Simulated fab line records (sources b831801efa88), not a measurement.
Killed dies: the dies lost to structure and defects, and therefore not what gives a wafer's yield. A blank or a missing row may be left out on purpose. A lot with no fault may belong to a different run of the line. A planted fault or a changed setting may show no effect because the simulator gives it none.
Problem report, 8D (eight disciplines) form, completed by code :: flow sky130 :: the parts of the form that need people (team, actions taken, sign-off) are left out

## 1. PROBLEM STATEMENT
Wafers without a fault read 44, standard deviation 7.3; killed_at_M0_to_M3 at SKY_PAD_OPEN_PROBE_99 reads a mean of 95 on 6 wafers belonging to 2 lots. That puts it +7.0 standard deviations away from the usual mean.
First observed at day 51 00:37: wafer L437.2, on prober-02. Wafers with a number at this step in the record: 9, from 3 lots. Rule for "out", or "out of limits": more than 4 standard deviations from the usual mean. The rest of the wafers with a number are treated as sound.

## 2. WHAT THIS IS AND IS NOT
question: which readings at this step
is: killed_at_M0_to_M3, sort_bin_3_pad_short
is not: killed_at_M4_up, killedAtContacts, killedAtOther, killedOpen, killedShort, sort_bin_6_memory

question: which lots
is: L437, L438
is not: L427

question: which wafers of those lots
is: all that have a number
is not: -

question: read on which tools
is: prober-01, prober-02
is not: -

question: when
is: from day 51 00:37
is not: up to then (3 sound wafers)

## 3. THE SUSPECTS, EACH WITH WHAT RULES IT OUT
Counting: a tool at a process step up to the reading stays a suspect if it ran every lot that is out and no sound lot after the first of them.
- pvdSputter-04 at SKY_METAL2_SPUTTER_04 (material TiN, target thk 70 nm, time 58.3 s): kept. It ran every lot that is out, first L437 (day 41 02:56), and no sound lot after that.
After counting, what remains is pvdSputter-04 at SKY_METAL2_SPUTTER_04.

## 4. THE CAUSE (what the simulator had put in)
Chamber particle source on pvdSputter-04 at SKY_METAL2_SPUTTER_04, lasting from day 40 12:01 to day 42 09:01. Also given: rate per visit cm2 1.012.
This tool alone remained once counting was done.

## 5. THE EFFECT CHAIN, in route order
Rows list readings where the struck wafers' mean (over those with a number) sits beyond 3 standard deviations from the usual. Only readings for which the record gives a usual standard deviation are gone through. hours: the time from each lot's start at the first step in this table that gives one to its start at this step, as a median over the lots. sigmas: the change in usual standard deviations.
hours: 0
step: SKY_PAD_OPEN_PROBE_99
reading: defectLimitedYield
usual: 82.3 %
on struck wafers: 72.2
change: -10.1
sigmas: -4.8

hours: 0
step: SKY_PAD_OPEN_PROBE_99
reading: killed_at_M0_to_M3
usual: 44
on struck wafers: 95
change: +51
sigmas: +7.0

hours: 0
step: SKY_PAD_OPEN_PROBE_99
reading: killedDies
usual: 87
on struck wafers: 137
change: +50
sigmas: +5.0

hours: 0
step: SKY_PAD_OPEN_PROBE_99
reading: sort_bin_3_pad_short
usual: 0.9 %
on struck wafers: 3.3
change: +2.4
sigmas: +5.9

hours: 0
step: SKY_PAD_OPEN_PROBE_99
reading: sort_bin_5_function
usual: 10.5 %
on struck wafers: 17.4
change: +6.9
sigmas: +4.3

hours: 0
step: SKY_PAD_OPEN_PROBE_99
reading: sortNPass
usual: 405
on struck wafers: 355
change: -50
sigmas: -5.0

hours: 0
step: SKY_PAD_OPEN_PROBE_99
reading: sortYieldPct
usual: 82.3 %
on struck wafers: 72.2
change: -10.1
sigmas: -4.8
Process steps it contains:
- SKY_PAD_OPEN_PROBE_99

## 6. HOW IT WOULD HAVE BEEN CAUGHT EARLIER
First out-of-limits reading in this record: day 51 00:37, which is 253 hours after fault onset at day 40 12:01.
No tool reading at SKY_METAL2_SPUTTER_04 that has a usual standard deviation in the record was out on any struck wafer, so an alarm limit of 4 standard deviations on those readings would not have fired.
Lots out: 2; all had begun SKY_METAL2_SPUTTER_04 on pvdSputter-04 by day 51 00:37. A hold on the tool at that time would have spared none of them.
